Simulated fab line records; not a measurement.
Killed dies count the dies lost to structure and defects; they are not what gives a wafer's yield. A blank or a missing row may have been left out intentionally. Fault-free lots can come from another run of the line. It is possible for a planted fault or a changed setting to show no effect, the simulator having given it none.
Which tool is to blame? / flow gf180mcu / 12 lots with 36 wafers sampled at 4 steps, on a route of 602 steps

WHAT EACH GAUGE READ, for each wafer
GF_DUAL_GATE_OVL_MEAS_11.
lot=L287; measured=day 8 07:37; on=overlay-01; DUAL_GATE_OVL (nm)=-0.3 0.6 -1.3
lot=L289; measured=day 9 01:34; on=overlay-01; DUAL_GATE_OVL (nm)=4.6 4.4 2.7
lot=L290; measured=day 9 05:31; on=overlay-02; DUAL_GATE_OVL (nm)=-1.2 -1.1 -2.0
lot=L294; measured=day 10 09:07; on=overlay-02; DUAL_GATE_OVL (nm)=4.3 4.6 3.0
lot=L296; measured=day 10 20:56; on=overlay-01; DUAL_GATE_OVL (nm)=1.7 1.3 1.1
lot=L297; measured=day 11 10:31; on=overlay-02; DUAL_GATE_OVL (nm)=-0.1 0.5 3.5
lot=L300; measured=day 12 01:52; on=overlay-02; DUAL_GATE_OVL (nm)=2.4 1.2 2.7
lot=L305; measured=day 13 12:34; on=overlay-01; DUAL_GATE_OVL (nm)=2.5 1.3 4.6
lot=L306; measured=day 13 19:43; on=overlay-02; DUAL_GATE_OVL (nm)=2.4 -1.0 3.2
lot=L307; measured=day 14 04:55; on=overlay-01; DUAL_GATE_OVL (nm)=-1.0 -0.2 -0.2
lot=L308; measured=day 14 10:42; on=overlay-02; DUAL_GATE_OVL (nm)=2.3 0.1 1.1
lot=L309; measured=day 14 21:12; on=overlay-02; DUAL_GATE_OVL (nm)=0.3 1.1 1.6

GF_HV_LDD_CD_MEAS_46 targets a cd of 400 nm.
lot=L287; measured=day 12 09:06; on=cd sem-01; cd nm (nm)=399.8 399.8 401.0
lot=L289; measured=day 13 02:49; on=cd sem-02; cd nm (nm)=396.5 397.0 398.5
lot=L290; measured=day 13 08:46; on=cd sem-01; cd nm (nm)=397.7 398.3 399.8
lot=L294; measured=day 14 23:29; on=cd sem-01; cd nm (nm)=397.7 395.7 396.0
lot=L296; measured=day 15 10:47; on=cd sem-02; cd nm (nm)=505.5 506.1 507.7 505.4 506.0 508.3
lot=L297; measured=day 15 23:15; on=cd sem-01; cd nm (nm)=401.0 401.6 401.6
lot=L300; measured=day 16 19:05; on=cd sem-02; cd nm (nm)=508.6 511.4 506.4 508.5 511.1 506.3
lot=L305; measured=day 18 10:49; on=cd sem-02; cd nm (nm)=398.1 399.1 395.4
lot=L306; measured=day 18 15:53; on=cd sem-01; cd nm (nm)=402.2 404.1 403.5
lot=L307; measured=day 19 04:37; on=cd sem-02; cd nm (nm)=403.4 401.1 403.8
lot=L308; measured=day 19 10:56; on=cd sem-02; cd nm (nm)=399.4 400.9 402.4
lot=L309; measured=day 19 21:59; on=cd sem-01; cd nm (nm)=400.5 397.8 399.9

TOOL THAT RAN EACH LOT (tool first, then ch and the chambers of the sampled wafers, then the start)
lot=L287; GF_POLY_GATE_STRIP_14=plasma asher-02 ch 0,1, day 9 06:11; GF_HV_LDD_COAT_41=litho track-01 ch 0, day 11 23:06
lot=L289; GF_POLY_GATE_STRIP_14=plasma asher-04 ch 0,1, day 9 22:09; GF_HV_LDD_COAT_41=litho track-01 ch 0, day 12 16:29
lot=L290; GF_POLY_GATE_STRIP_14=plasma asher-03 ch 0,1, day 10 02:21; GF_HV_LDD_COAT_41=litho track-01 ch 0, day 12 21:56
lot=L294; GF_POLY_GATE_STRIP_14=plasma asher-03 ch 1, day 11 10:52; GF_HV_LDD_COAT_41=litho track-01 ch 0, day 14 12:26
lot=L296; GF_POLY_GATE_STRIP_14=plasma asher-02 ch 0,1, day 11 22:21; GF_HV_LDD_COAT_41=litho track-01 ch 0, day 15 00:03
lot=L297; GF_POLY_GATE_STRIP_14=plasma asher-02 ch 0,1, day 12 09:49; GF_HV_LDD_COAT_41=litho track-03 ch 0, day 15 11:52
lot=L300; GF_POLY_GATE_STRIP_14=plasma asher-03 ch 0,1, day 13 02:47; GF_HV_LDD_COAT_41=litho track-01 ch 0, day 16 07:18
lot=L305; GF_POLY_GATE_STRIP_14=plasma asher-02 ch 0,1, day 14 14:16; GF_HV_LDD_COAT_41=litho track-03 ch 0, day 17 23:08
lot=L306; GF_POLY_GATE_STRIP_14=plasma asher-04 ch 0,1, day 14 19:51; GF_HV_LDD_COAT_41=litho track-02 ch 0, day 18 04:26
lot=L307; GF_POLY_GATE_STRIP_14=plasma asher-02 ch 0,1, day 15 06:06; GF_HV_LDD_COAT_41=litho track-02 ch 0, day 18 16:10
lot=L308; GF_POLY_GATE_STRIP_14=plasma asher-03 ch 0,1, day 15 11:25; GF_HV_LDD_COAT_41=litho track-01 ch 0, day 18 22:53
lot=L309; GF_POLY_GATE_STRIP_14=plasma asher-04 ch 0,1, day 15 22:28; GF_HV_LDD_COAT_41=litho track-01 ch 0, day 19 09:32
- GF_POLY_GATE_STRIP_14: strips in O2/N2.
- GF_HV_LDD_COAT_41: resist thk 1000 nm.

AS READ BY THE TOOLS THEMSELVES (means over the sampled wafers that have a number; for cases with no such wafer, the mark the record gives instead)
GF_POLY_GATE_STRIP_14.
lot=L287; tool=plasma asher-02; drypump motor current A (A)=5.76; heater power w (W)=316; oes product au (a.u.)=0.496
lot=L289; tool=plasma asher-04; drypump motor current A (A)=5.46; heater power w (W)=334; oes product au (a.u.)=0.503
lot=L290; tool=plasma asher-03; drypump motor current A (A)=5.48; heater power w (W)=326; oes product au (a.u.)=0.501
lot=L294; tool=plasma asher-03; drypump motor current A (A)=5.34; heater power w (W)=319; oes product au (a.u.)=0.505
lot=L296; tool=plasma asher-02; drypump motor current A (A)=5.91; heater power w (W)=313; oes product au (a.u.)=0.505
lot=L297; tool=plasma asher-02; drypump motor current A (A)=5.91; heater power w (W)=311; oes product au (a.u.)=0.503
lot=L300; tool=plasma asher-03; drypump motor current A (A)=5.60; heater power w (W)=330; oes product au (a.u.)=0.503
lot=L305; tool=plasma asher-02; drypump motor current A (A)=5.92; heater power w (W)=314; oes product au (a.u.)=0.504
lot=L306; tool=plasma asher-04; drypump motor current A (A)=5.36; heater power w (W)=352; oes product au (a.u.)=0.511
lot=L307; tool=plasma asher-02; drypump motor current A (A)=5.90; heater power w (W)=308; oes product au (a.u.)=0.509
lot=L308; tool=plasma asher-03; drypump motor current A (A)=5.66; heater power w (W)=324; oes product au (a.u.)=0.502
lot=L309; tool=plasma asher-04; drypump motor current A (A)=5.47; heater power w (W)=330; oes product au (a.u.)=0.504

THE ANSWER, worked out from the rows above alone
Rule: usual is defined by the lots themselves. The widest of any qualifying gaps counts: lots, ordered by their means at a reading, are off when they make up no more than a third of the lots, leave a main group of 4 or more, and stand apart from it by 3 or more times the standard deviation of that group's means. A main group whose means are all the same, to the digits that the tables above print for the reading, isn't used. A lot without any number at a reading at which 4 lots or more have one is off too. Where the step has rows for the other lots, those lots are counted as sound. The gauges are gone through in route order, then the tools' own readings, and for those a lot's mean is taken as printed above. The first step at which some lot is off is used, and at that step the reading that is off furthest; a lot without a number counts as furthest.
Off at GF_HV_LDD_CD_MEAS_46 (cd nm): L296, L300. Main group: mean 399.8 nm, sd 2.2.
If a tool, at a process step before that reading, ran all the lots that are off and no sound lot after the first of them, it fits. Those tools and the gauges at GF_HV_LDD_CD_MEAS_46 are tried in the same way. Not one of the candidates tried fits.

WHAT THE SIMULATOR HAD PUT IN
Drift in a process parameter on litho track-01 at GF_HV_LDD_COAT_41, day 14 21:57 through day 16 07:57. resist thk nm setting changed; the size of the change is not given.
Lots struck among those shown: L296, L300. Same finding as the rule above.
